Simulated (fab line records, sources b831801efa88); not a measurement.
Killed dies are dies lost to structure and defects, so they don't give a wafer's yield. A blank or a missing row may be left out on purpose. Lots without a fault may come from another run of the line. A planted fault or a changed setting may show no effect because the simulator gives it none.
One fault seen from 2 desks | flow sky130 | each desk has only its own numbers; what lay behind them comes last

THE METROLOGY DESK
What the gauges read, lot by lot, whatever tool the lot ran on: means of the sampled wafers that have a number. A lot is out of limits, marked OUT, if its mean lies more than 4 standard deviations from the usual mean; the brackets give that distance.
Columns: A = PWDE_TW at SKY_PWDE_TW_MEAS_10, usual 376.7; B = PWDE_RS at SKY_NWELL_RS_MEAS_31, usual 5269 ohm/sq; C = POLY_GATE_OXIDATION_THK at SKY_POLY_GATE_THK_MEAS_21, usual 4.00 nm
lot  | first seen here | A                | B              | C
L820 | day 5 01:15     | 374.7            | 5280           | 4.02
L822 | day 5 02:25     | 374.6            | 5268           | 3.95
L821 | day 5 03:03     | 381.9            | 5269           | 4.04
L823 | day 5 14:43     | 374.6            | 5296           | 3.89
L824 | day 6 04:52     | 378.6            | 5254           | 4.00
L826 | day 6 05:15     | 378.0            | 5258           | 3.94
L827 | day 6 06:34     | 375.2            | 5273           | 3.95
L828 | day 6 14:34     | 378.8            | 5312           | 4.01
L830 | day 6 21:12     | 374.4            | 5260           | 3.91
L832 | day 7 09:44     | 393.2 (+6.9) OUT | 4795 (-28) OUT | 4.06
L833 | day 7 09:55     | 390.1 (+5.6) OUT | 4771 (-29) OUT | 4.00
This desk's finding: out of limits on L832, L833; first on L832, day 7 09:44 (PWDE_TW at SKY_PWDE_TW_MEAS_10). In limits: L820, L822, L821, L823, L824, L826, L827, L828, L830.

THE TOOL OWNER'S DESK: implanter-02
The tool's own readings at SKY_PWDE_IMPLANT_08: means of the sampled wafers that have a number, for each lot that ran on this tool. A lot is out of limits, marked OUT, if its mean lies more than 4 standard deviations from the usual mean; the brackets give that distance.
Columns: A = dose_ions_cm2 at SKY_PWDE_IMPLANT_08, usual 3.6e+12; B = faraday_current_uA at SKY_PWDE_IMPLANT_08, usual 20.3
lot  | first seen here | A                         | B
L822 | day 5 02:10     | 3.6e+12                   | 20.5
L823 | day 5 14:28     | 3.6e+12                   | 20.2
L826 | day 6 05:00     | 3.6e+12                   | 20.4
L827 | day 6 06:20     | 3.6e+12                   | 20.6
L828 | day 6 14:20     | 3.6e+12                   | 19.8
L832 | day 7 09:29     | 4.1e+12 (+99 or more) OUT | 22.8 (+6.6) OUT
L833 | day 7 09:41     | 4.1e+12 (+99 or more) OUT | 22.8 (+6.5) OUT
This desk's finding: out of limits on L832, L833; first on L832, day 7 09:29 (dose_ions_cm2 at SKY_PWDE_IMPLANT_08). In limits: L822, L823, L826, L827, L828.

PUT TOGETHER
The tool owner's desk could have raised an alarm at day 7 09:29, on L832, L833.
The metrology desk could have raised an alarm at day 7 09:44, on L832, L833.
Of the lots named, all ran SKY_PWDE_IMPLANT_08 on implanter-02.

WHAT THE SIMULATOR HAD PUT IN
Process parameter drift: implanter-02, from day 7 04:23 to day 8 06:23, at SKY_PWDE_IMPLANT_08. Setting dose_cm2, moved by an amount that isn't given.
Lots struck among those shown: L832, L833.
Hours from the fault's start to each desk's first reading out of limits: the tool owner's desk, 5; the metrology desk, 5.
